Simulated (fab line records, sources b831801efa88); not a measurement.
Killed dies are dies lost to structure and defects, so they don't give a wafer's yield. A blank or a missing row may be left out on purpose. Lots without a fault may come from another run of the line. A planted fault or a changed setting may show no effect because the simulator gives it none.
Which tool did it? | flow sky130 | 9 lots, 27 wafers sampled, at 6 steps of a route of 708

WHAT THE GAUGES READ, wafer by wafer
SKY_VIA3_BOW_MEAS_03.
lot  | measured     | on            | VIA3_BOW (um)
L117 | day 39 05:04 | film_metro-02 | 80 66 82
L119 | day 39 22:14 | film_metro-04 | 76 79 69
L120 | day 40 10:43 | film_metro-04 | 90 89 84
L122 | day 41 01:16 | film_metro-02 | 74 71 71
L124 | day 41 11:10 | film_metro-01 | 78 84 77
L125 | day 41 16:20 | film_metro-04 | 87 86 82
L127 | day 42 06:49 | film_metro-04 | 86 92 80
L130 | day 42 19:14 | film_metro-02 | 85 80 84
L135 | day 44 09:12 | film_metro-04 | 81 84 86

SKY_CAP2M_RS_MEAS_03: measures by four-point-probe.
lot  | measured     | on            | CAP2M_TIN_RS (ohm/sq)
L117 | day 40 07:49 | film_metro-01 | 6.98 6.99 6.98
L119 | day 41 01:04 | film_metro-03 | 6.81 6.88 6.90
L120 | day 41 13:08 | film_metro-04 | 6.94 6.98 7.03
L122 | day 42 03:06 | film_metro-03 | 7.02 6.95 6.97
L124 | day 42 12:40 | film_metro-01 | 6.96 6.95 6.94
L125 | day 42 18:36 | film_metro-04 | 6.92 6.87 6.88
L127 | day 43 06:49 | film_metro-04 | 6.97 6.94 6.90
L130 | day 43 19:47 | film_metro-03 | 6.93 7.04 6.97
L135 | day 45 07:41 | film_metro-03 | 7.91 7.03 7.93

SKY_CAP2M_THK_MEAS_04: measures by xrf.
lot  | measured     | on            | CAP2M_TIN_THK (nm)
L117 | day 40 07:55 | film_metro-01 | 199.7 198.8 199.3
L119 | day 41 01:11 | film_metro-03 | 203.6 202.1 201.4
L120 | day 41 13:15 | film_metro-04 | 201.1 200.1 199.9
L122 | day 42 03:13 | film_metro-03 | 197.6 199.4 199.0
L124 | day 42 12:46 | film_metro-01 | 199.3 198.6 199.2
L125 | day 42 18:43 | film_metro-04 | 201.8 202.9 202.0
L127 | day 43 06:56 | film_metro-04 | 200.9 202.1 202.1
L130 | day 43 19:53 | film_metro-03 | 199.5 196.9 197.8
L135 | day 45 07:48 | film_metro-03 | 176.1 197.5 174.9

WHICH TOOL RAN EACH LOT (tool, then ch and the chambers of the sampled wafers, then the start)
lot  | SKY_METAL3_DESCUM_15              | SKY_METAL4_SPUTTER_02        | SKY_CAP2M_SPUTTER_02
L117 | rie_metal-02 ch 0,1, day 39 03:36 | pvd_sputter-03, day 40 07:29 | pvd_sputter-02, day 40 07:41
L119 | rie_metal-02 ch 0,1, day 39 20:41 | pvd_sputter-01, day 41 00:46 | pvd_sputter-03, day 41 00:57
L120 | rie_metal-02 ch 0,1, day 40 09:09 | pvd_sputter-03, day 41 12:50 | pvd_sputter-04, day 41 13:01
L122 | rie_metal-03 ch 0,1, day 40 23:49 | pvd_sputter-02, day 42 02:48 | pvd_sputter-04, day 42 02:59
L124 | rie_metal-02 ch 0,1, day 41 09:32 | pvd_sputter-03, day 42 12:21 | pvd_sputter-04, day 42 12:32
L125 | rie_metal-03 ch 0,1, day 41 14:40 | pvd_sputter-03, day 42 18:17 | pvd_sputter-02, day 42 18:29
L127 | rie_metal-02 ch 0,1, day 42 05:20 | pvd_sputter-03, day 43 06:29 | pvd_sputter-04, day 43 06:42
L130 | rie_metal-03 ch 1, day 42 17:02   | pvd_sputter-03, day 43 19:28 | pvd_sputter-04, day 43 19:39
L135 | rie_metal-02 ch 0, day 44 07:46   | pvd_sputter-01, day 45 07:23 | pvd_sputter-04, day 45 07:34
- SKY_METAL3_DESCUM_15: chemistry O2, time 8 s.
- SKY_METAL4_SPUTTER_02: material AlCu, target thk 735 nm, time 39.1 s.
- SKY_CAP2M_SPUTTER_02: material TiN, target thk 200 nm, time 166.7 s.

WHAT THE TOOLS THEMSELVES READ (means of the sampled wafers that have a number; where no wafer has one, the mark that the record gives instead)
SKY_METAL3_DESCUM_15.
lot  | tool         | drypump_motor_current_A (A) | oes_product_au (a.u.) | temp_c (C)
L117 | rie_metal-02 | 5.6                         | 1.002                 | 40.09
L119 | rie_metal-02 | 5.5                         | 1.001                 | 40.09
L120 | rie_metal-02 | 5.6                         | 1.005                 | 39.94
L122 | rie_metal-03 | 5.2                         | 0.997                 | 40.05
L124 | rie_metal-02 | 5.5                         | 1.000                 | 39.89
L125 | rie_metal-03 | 5.5                         | 0.997                 | 39.89
L127 | rie_metal-02 | 5.5                         | 1.001                 | 40.10
L130 | rie_metal-03 | 4.8                         | 0.993                 | 40.03
L135 | rie_metal-02 | 5.4                         | 0.998                 | 40.02

SKY_METAL4_SPUTTER_02.
lot  | tool           | cathode_dc_power_W (W) | throttle_valve_pct (%)
L117 | pvd_sputter-03 | 10601                  | 29.4
L119 | pvd_sputter-01 | 10602                  | 30.1
L120 | pvd_sputter-03 | 10602                  | 29.5
L122 | pvd_sputter-02 | 10600                  | 30.1
L124 | pvd_sputter-03 | 10598                  | 29.5
L125 | pvd_sputter-03 | 10598                  | 29.3
L127 | pvd_sputter-03 | 10601                  | 29.6
L130 | pvd_sputter-03 | 10600                  | 29.6
L135 | pvd_sputter-01 | 10600                  | 30.7

SKY_CAP2M_SPUTTER_02.
lot  | tool           | cathode_dc_power_W (W) | substrate_temp_c (C) | throttle_valve_pct (%)
L117 | pvd_sputter-02 | 6500.7                 | 300.06               | 29.9
L119 | pvd_sputter-03 | 6499.3                 | 300.08               | 30.0
L120 | pvd_sputter-04 | 6499.5                 | 300.27               | 30.4
L122 | pvd_sputter-04 | 6499.2                 | 299.97               | 31.2
L124 | pvd_sputter-04 | 6500.1                 | 299.82               | 29.9
L125 | pvd_sputter-02 | 6500.3                 | 300.08               | 29.2
L127 | pvd_sputter-04 | 6499.7                 | 299.84               | 30.3
L130 | pvd_sputter-04 | 6499.8                 | 300.18               | 29.3
L135 | pvd_sputter-04 | 6048.5                 | 299.90               | 31.7

THE ANSWER, worked out from the rows above alone
Rule: what is usual is taken from the lots themselves. Put in order of their means at a reading, lots are off if they are a third of the lots or fewer, leave a main group of 4 or more, and stand apart from it by a gap of 3 or more times the standard deviation of the main group's means; of several such gaps the widest counts. A main group whose means are all the same, to the digits that the tables above print for the reading, isn't used. A lot without any number at a reading at which 4 lots or more have one is off too. The other lots that the step has rows for count as sound. The gauges are gone through in route order, then the tools' own readings, and for those a lot's mean is taken as printed above. The first step at which some lot is off is used, and at that step the reading that is off furthest; a lot without a number counts as furthest.
Off: L135, at SKY_CAP2M_RS_MEAS_03 (CAP2M_TIN_RS). The main group: mean 6.95 ohm/sq, standard deviation 0.044.
A tool fits if, at a process step before that reading, it ran every lot that is off, and no sound lot after the first of them. The gauges at SKY_CAP2M_RS_MEAS_03 aren't tried: what is off there is off at SKY_METAL4_SPUTTER_02 too, on other tools, and a gauge's error can't cause that. Can't be told from this: 3 tools fit, rie_metal-02 at SKY_METAL3_DESCUM_15, pvd_sputter-01 at SKY_METAL4_SPUTTER_02, pvd_sputter-04 at SKY_CAP2M_SPUTTER_02.

WHAT THE SIMULATOR HAD PUT IN
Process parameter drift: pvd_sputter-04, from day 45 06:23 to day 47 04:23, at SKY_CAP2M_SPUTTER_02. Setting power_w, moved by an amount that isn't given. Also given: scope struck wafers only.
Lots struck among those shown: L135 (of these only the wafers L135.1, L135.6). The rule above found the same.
